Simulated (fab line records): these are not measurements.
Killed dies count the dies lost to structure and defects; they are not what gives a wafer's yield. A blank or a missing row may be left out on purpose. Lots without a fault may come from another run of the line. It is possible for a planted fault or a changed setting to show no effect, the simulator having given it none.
Which tool was responsible? ; flow sky130 ; Sampling: 15 lots, 45 wafers, 4 of 708 route steps

== WHAT THE GAUGES SHOWED, per wafer ==
SKY_METAL4_CD_MEAS_13: the cd target is 300 nm.
lot;measured;on;cd nm (nm)
L485;day 41 06:13;cd sem-01;300.6 300.6 300.9
L486;day 42 03:22;cd sem-01;300.6 300.3 301.6
L487;day 42 19:22;cd sem-02;300.1 299.4 299.8
L489;day 42 19:53;cd sem-01;299.7 301.1 300.6
L488;day 43 01:44;cd sem-01;297.9 297.6 298.5
L491;day 44 09:03;cd sem-02;301.7 300.4 299.9
L493;day 44 09:46;cd sem-01;302.4 303.2 301.7
L492;day 44 13:24;cd sem-02;299.2 298.4 300.2
L494;day 44 14:17;cd sem-02;300.0 300.8 301.0
L498;day 46 00:08;cd sem-02;300.4 301.2 301.5
L497;day 46 01:45;cd sem-01;298.1 299.6 299.9
L503;day 46 11:47;cd sem-02;- - -
L504;day 46 21:56;cd sem-02;- - -
L505;day 47 07:27;cd sem-01;- - -
L508;day 47 23:16;cd sem-01;302.3 301.7 301.0

SKY_METAL4_OVL_MEAS_14.
lot;measured;on;METAL4_OVL (nm)
L485;day 41 06:20;overlay-01;11 10 11
L486;day 42 03:29;overlay-02;-1 5 -2
L487;day 42 19:28;overlay-02;8 0 4
L489;day 42 19:59;overlay-01;1 1 0
L488;day 43 01:51;overlay-02;-3 -6 0
L491;day 44 09:10;overlay-02;3 0 -1
L493;day 44 09:52;overlay-01;-14 -11 -10
L492;day 44 13:31;overlay-01;10 0 13
L494;day 44 14:25;overlay-02;3 7 -6
L498;day 46 00:16;overlay-02;-5 -8 -7
L497;day 46 01:52;overlay-02;2 6 10
L503;day 46 11:53;overlay-01;- - -
L504;day 46 22:04;overlay-01;- - -
L505;day 47 07:34;overlay-01;- - -
L508;day 47 23:22;overlay-01;6 -5 1

== TOOL THAT RAN EACH LOT (tool first, then ch and the chambers of the sampled wafers, then the start) ==
lot;SKY_CAP2M_CVD_00;SKY_METAL4_EXPOSE_10
L485;pecvd-03 ch 0,1,2, day 39 04:53;krf scanner-02 ch 0, day 40 17:40
L486;pecvd-02 ch 0,1,2, day 40 02:30;krf scanner-02 ch 0, day 41 15:46
L487;pecvd-03 ch 0,2, day 40 19:31;krf scanner-01 ch 0, day 42 08:18
L489;pecvd-01 ch 1,2, day 40 21:38;krf scanner-02 ch 0, day 42 09:26
L488;pecvd-01 ch 0,2, day 41 02:18;krf scanner-01 ch 0, day 42 14:04
L491;pecvd-03 ch 0,1,2, day 42 10:26;krf scanner-02 ch 0, day 43 21:11
L493;pecvd-02 ch 0,1, day 42 11:23;krf scanner-01 ch 0, day 43 22:08
L492;pecvd-01 ch 0,2, day 42 14:58;krf scanner-02 ch 0, day 44 02:19
L494;pecvd-03 ch 0,1,2, day 42 15:38;krf scanner-02 ch 0, day 44 03:05
L498;pecvd-02 ch 0,1,2, day 44 05:43;krf scanner-01 ch 0, day 45 13:53
L497;pecvd-01 ch 0,1, day 44 06:51;krf scanner-02 ch 0, day 45 15:29
L503;pecvd-01 ch 0,2, day 44 16:52;krf scanner-01, day 46 01:12
L504;pecvd-02 ch 1,2, day 45 04:01;krf scanner-02, day 46 11:56
L505;pecvd-02 ch 0,1,2, day 45 13:13;krf scanner-01, day 46 21:04
L508;pecvd-02 ch 0,1, day 46 06:13;krf scanner-02 ch 0, day 47 12:59
- SKY_CAP2M_CVD_00: deposits SiO2, target thk 15.5 nm.
- SKY_METAL4_EXPOSE_10: exposes mask MM4, target cd 300 nm.

== AS READ BY THE TOOLS THEMSELVES (means over the sampled wafers that have a number; for cases with no such wafer, the mark the record gives instead) ==
SKY_CAP2M_CVD_00.
lot;tool;heater power w (W)
L485;pecvd-03;698
L486;pecvd-02;701
L487;pecvd-03;661
L489;pecvd-01;663
L488;pecvd-01;911
L491;pecvd-03;673
L493;pecvd-02;680
L492;pecvd-01;736
L494;pecvd-03;645
L498;pecvd-02;718
L497;pecvd-01;839
L503;pecvd-01;938
L504;pecvd-02;739
L505;pecvd-02;740
L508;pecvd-02;635

SKY_METAL4_EXPOSE_10.
lot;tool;exposure dose mJ cm2;focus offset nm (nm)
L485;krf scanner-02;27.93;1.2
L486;krf scanner-02;27.93;-0.3
L487;krf scanner-01;28.12;-0.8
L489;krf scanner-02;27.93;-0.2
L488;krf scanner-01;28.13;-0.2
L491;krf scanner-02;27.92;-0.4
L493;krf scanner-01;28.12;0.7
L492;krf scanner-02;27.91;-0.1
L494;krf scanner-02;27.93;-0.1
L498;krf scanner-01;28.11;0.1
L497;krf scanner-02;27.94;-0.2
L503;krf scanner-01;-;-
L504;krf scanner-02;-;-
L505;krf scanner-01;-;-
L508;krf scanner-02;27.95;0.1

== THE ANSWER, worked out from the rows above alone ==
Rule: what is usual is taken from the lots themselves. The widest of any qualifying gaps counts: lots, ordered by their means at a reading, are off when they make up no more than a third of the lots, leave a main group of 4 or more, and stand apart from it by 3 or more times the standard deviation of that group's means. A main group whose means are all the same, to the digits that the tables above print for the reading, isn't used. Also off: a lot with no number at a reading for which 4 or more lots have one. All remaining lots with rows at the step are treated as sound. After the gauges, taken in route order, come the tools' own readings; for these a lot's mean is taken, as printed above. At the first step where some lot is off, the reading lying furthest off is the one used; lots without a number count as furthest.
Off: L503, L504, L505, at SKY_METAL4_CD_MEAS_13 (cd nm). Without a number there: L503, L504, L505. For the main group the mean is 300.4 nm and the standard deviation 1.1.
A tool fits if, at a process step before that reading, it ran every lot that is off, and no sound lot after the first of them. The gauges at SKY_METAL4_CD_MEAS_13 aren't tried: what is off there is off at SKY_METAL4_OVL_MEAS_14 too, on other tools, and a gauge's error can't cause that. None of those tried fits.

== WHAT HAD BEEN PUT IN BY THE SIMULATOR ==
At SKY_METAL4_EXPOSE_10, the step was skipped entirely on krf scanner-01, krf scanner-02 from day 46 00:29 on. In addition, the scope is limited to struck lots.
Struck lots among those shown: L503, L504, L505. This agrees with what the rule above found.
